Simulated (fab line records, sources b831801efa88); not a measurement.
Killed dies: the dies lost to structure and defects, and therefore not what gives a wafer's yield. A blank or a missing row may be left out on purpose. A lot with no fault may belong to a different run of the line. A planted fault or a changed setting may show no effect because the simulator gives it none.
2 desks looking at one fault + flow gf180mcu + only its own numbers are on each desk; what lay behind them is given at the end

## FOR THE TOOL OWNER'S DESK: lpcvd-02
The tool's own readings at GF_HV_LDD_CVD_54 (deposits SiO2 from TEOS, target thk 10 nm, time 75 s): means of the sampled wafers that have a number, for each lot that ran on this tool. If a lot's mean is further than 4 standard deviations from the usual mean, the lot is out of limits and carries the mark OUT (the distance appears in the brackets). Readings shown: 7 out of 8 (the first out of limits, and those lying furthest out on some lot).
Columns: A = spikeTcBottomC at GF_HV_LDD_CVD_54, usual 700.8 C; B = spikeTcCentreC at GF_HV_LDD_CVD_54, usual 680.3 C; C = spikeTcLowerC at GF_HV_LDD_CVD_54, usual 680.6 C; D = spikeTcTopC at GF_HV_LDD_CVD_54, usual 696.5 C; E = spikeTcUpperC at GF_HV_LDD_CVD_54, usual 679.9 C; F = susceptorTempC at GF_HV_LDD_CVD_54, usual 679.90 C; G = zonePowerCentrePct at GF_HV_LDD_CVD_54, usual 9.83 %
| lot  | first seen here | A               | B               | C               | D                | E               | F                        | G     |
|------|-----------------|-----------------|-----------------|-----------------|------------------|-----------------|--------------------------|-------|
| L812 | day 15 00:56    | 728.1 (+14) OUT | 709.1 (+29) OUT | 709.6 (+26) OUT | 721.4 (+8.9) OUT | 709.6 (+21) OUT | 708.69 (+99 or more) OUT | 10.68 |
| L813 | day 15 01:58    | 726.4 (+13) OUT | 709.1 (+29) OUT | 708.7 (+26) OUT | 725.5 (+10) OUT  | 710.3 (+22) OUT | 708.93 (+99 or more) OUT | 10.76 |
| L823 | day 18 14:17    | 700.1           | 679.3           | 680.5           | 693.7            | 680.2           | 680.20                   | 10.10 |
| L826 | day 19 14:47    | 697.8           | 681.3           | 680.6           | 698.7            | 680.2           | 680.32                   | 10.08 |
Finding of this desk: L812, L813 out of limits; the first was L812 at day 15 00:56, on spikeTcBottomC at GF_HV_LDD_CVD_54. In limits: L823, L826.

## FROM THE METROLOGY DESK
What the gauges read, lot by lot, whatever tool the lot ran on: means of the sampled wafers that have a number. If a lot's mean is further than 4 standard deviations from the usual mean, the lot is out of limits and carries the mark OUT (the distance appears in the brackets).
Columns: A = cdNm at GF_POLY_GATE_CD_MEAS_10, usual 280.2 nm; B = HV_LDD_CVD_54_THK at GF_HV_LDD_THK_MEAS_55, usual 9.98 nm
| lot  | first seen here | A     | B               |
|------|-----------------|-------|-----------------|
| L805 | day 9 00:59     | 280.6 | 10.07           |
| L806 | day 9 07:25     | 280.8 | 10.04           |
| L809 | day 10 13:24    | 279.5 | 9.86            |
| L811 | day 11 01:41    | 279.5 | 10.08           |
| L812 | day 11 12:16    | 280.8 | 19.76 (+61) OUT |
| L813 | day 11 12:51    | 279.3 | 19.95 (+62) OUT |
| L822 | day 14 06:02    | 277.8 | 10.05           |
| L823 | day 14 14:02    | 280.5 | 9.83            |
| L824 | day 14 20:40    | 279.9 | 9.83            |
| L826 | day 15 12:41    | 280.3 | 9.97            |
| L827 | day 15 18:32    | 279.6 | 9.76            |
| L828 | day 15 22:44    | 281.1 | 10.07           |
Per this desk, out of limits: L812, L813; the first was L812, day 15 01:58 (HV_LDD_CVD_54_THK at GF_HV_LDD_THK_MEAS_55). In limits: L805, L806, L809, L811, L822, L823, L824, L826, L827, L828.

## PUT TOGETHER
The tool owner's desk had the chance to raise an alarm at day 15 00:56 on L812, L813.
At day 15 01:58 the metrology desk could have sounded an alarm, on L812, L813.
On lpcvd-02, each named lot ran GF_HV_LDD_CVD_54.

## WHAT THE SIMULATOR HAD INSERTED
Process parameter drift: lpcvd-02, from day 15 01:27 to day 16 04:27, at GF_HV_LDD_CVD_54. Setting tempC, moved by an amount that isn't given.
Struck lots among those shown: L812, L813.
